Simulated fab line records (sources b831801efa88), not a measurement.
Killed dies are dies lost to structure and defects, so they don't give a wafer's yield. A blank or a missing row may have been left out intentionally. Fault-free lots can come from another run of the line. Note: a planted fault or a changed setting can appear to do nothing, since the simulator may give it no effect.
Comparing a struck lot with a sound one ; flow sky130 ; 23 out of 708 route steps
Sound: the wafers L462.3, L462.4, L462.6. Wafers struck: L467.2, L467.5, L467.6. Last of all comes the cause.
Each step with rows lists, per side, the tool, then ch with its chambers, then its first start. Under that, the readings that differ: sound wafers ; struck wafers ; difference of the means ; sigmas: that difference in standard deviations of wafers without a fault.
alike: same words and numbers on both sides, and readings whose means sit less than 2 such deviations apart. not compared: any withheld reading, any reading some wafer has no value for, any bound like >300 that may hide the same value, and any number with overlapping values for which the record gives no deviation.
The two part at a step that has a row with sigmas, a row that says differs or no value, or rows on one side only. Numbers that don't overlap but have no deviation are shown without sigmas and don't part them. Lack of a reading on every wafer of one side parts them only where that side has two or more wafers.

SKY_LOCAL_INTERCONNECT_STRIP_15: strips in O2/N2.
  sound on plasmaAsher-02 ch 0,1, day 34 02:53; struck on plasmaAsher-04 ch 0,1, day 35 10:55
  alike: drypumpMotorCurrentA, n2FlowSccm, oesProductAu, stripTimeToEndpointS
  not compared: rfHoursCounterH
then, 3 steps without rows for these wafers: SKY_LOCAL_INTERCONNECT_STRIP_16 (strips in post etch residue remover, time 1200 s); SKY_LOCAL_INTERCONNECT_CLEAN_17 (cleans in IPA, time 180 s); SKY_LOCAL_INTERCONNECT_CLEAN_18 (cleans in O3/DIW).
SKY_CONTACT_CVD_00: deposits Si3N4, target thk 75 nm.
  sound on pecvd-01 ch 0,1, day 34 03:29; struck on pecvd-03 ch 0,2, day 35 11:31
  alike: heaterPowerW
SKY_CONTACT_THK_MEAS_01:
  sound on filmMetro-04 at day 34 03:32; struck on filmMetro-04 at day 35 11:34
  alike: CONTACT_CVD_00_THK
then, 1 step without rows for these wafers: SKY_CONTACT_HDPCVD_02 (deposits SiO2, target thk 565 nm, time 94.2 s).
SKY_CONTACT_THK_MEAS_03:
  sound on filmMetro-01 at day 34 03:40; struck on filmMetro-04 at day 35 11:42
  alike: CONTACT_HDPCVD_THK
SKY_CONTACT_CMP_04: polishes SiO2.
  sound on cmp-02 ch 0,1,2, day 34 03:43; struck on cmp-01 ch 1,2, day 35 11:48
  alike: motorCurrentA, platenRpm, slurryFlowMlMin, timeToEndpointS
SKY_CONTACT_BOW_MEAS_05:
  sound on filmMetro-02 at day 34 04:03; struck on filmMetro-02 at day 35 12:04
  alike: CONTACT_BOW
then, 2 steps without rows for these wafers: SKY_CONTACT_DEHYDRATE_06 (time 60 s); SKY_CONTACT_HMDS_07 (prime time 60 s).
SKY_CONTACT_COAT_08: resist thk 60 nm.
  sound on lithoTrack-03 ch 0, day 34 16:44; struck on lithoTrack-01 ch 0, day 36 00:30
reading;sound;struck;difference;sigmas
spinSpeedRpm (rpm);3000.1 3000.1 2999.1;2950.7 2951.5 2951.0;-48.7;-21
then, 5 steps without rows for these wafers: SKY_CONTACT_COAT_09 (resist thk 444.6 nm); SKY_CONTACT_SOFTBAKE_10 (time 90 s); SKY_CONTACT_EXPOSE_11 (exposes mask CTM1, target cd 170 nm); SKY_CONTACT_PEB_12; SKY_CONTACT_DEVELOP_13 (develop time 60 s).
SKY_CONTACT_CD_MEAS_14: the cd target is 170 nm.
  sound on cdSem-02 at day 35 07:11; struck on cdSem-01 at day 36 14:45
  alike: cdNm
SKY_CONTACT_OVL_MEAS_15:
  sound on overlay-02 at day 35 07:16; struck on overlay-02 at day 36 14:52
  alike: CONTACT_OVL
SKY_CONTACT_ETCH_16: etches BARC in N2/H2, stops on SiO2, time 45.9 s, target depth 60 nm.
  sound on rieDiel-04 ch 0,1,3, day 35 07:17; struck on rieDiel-01 ch 0,1, day 36 14:53
reading;sound;struck;difference;sigmas
model.etch.depthNm (nm);60 59.83 59.75;60.42 60.3 60.42;+0.52;
  alike: drypumpMotorCurrentA, n2FlowSccm, oesProductAu, throttleValvePct
  not compared: rfHoursCounterH
SKY_CONTACT_ETCH_17: etches SiO2 in C4F8/O2/Ar, stops on Si3N4, target depth 340 nm.
  sound on rieDiel-04 ch 0,1,3, day 35 07:20; struck on rieDiel-01 ch 0,1, day 36 14:56
  alike: oesProductAu
-- the record jumps here: 13 days lie between the struck wafers' starts before and after (it left off in module CONTACT and takes up again in module PAD_OPEN, whose first step shown is number 708 of the route) --
SKY_PAD_OPEN_PROBE_99:
  rows exist in the record for the struck wafers here (prober-02, day 49 15:30), but not for the sound ones

WHERE THEY PART
Earliest at SKY_CONTACT_COAT_08; latest, in this record, at SKY_PAD_OPEN_PROBE_99.

WHY: the cause the simulator had injected
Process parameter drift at SKY_CONTACT_COAT_08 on lithoTrack-01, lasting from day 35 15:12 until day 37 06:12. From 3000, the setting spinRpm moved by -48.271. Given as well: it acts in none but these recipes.
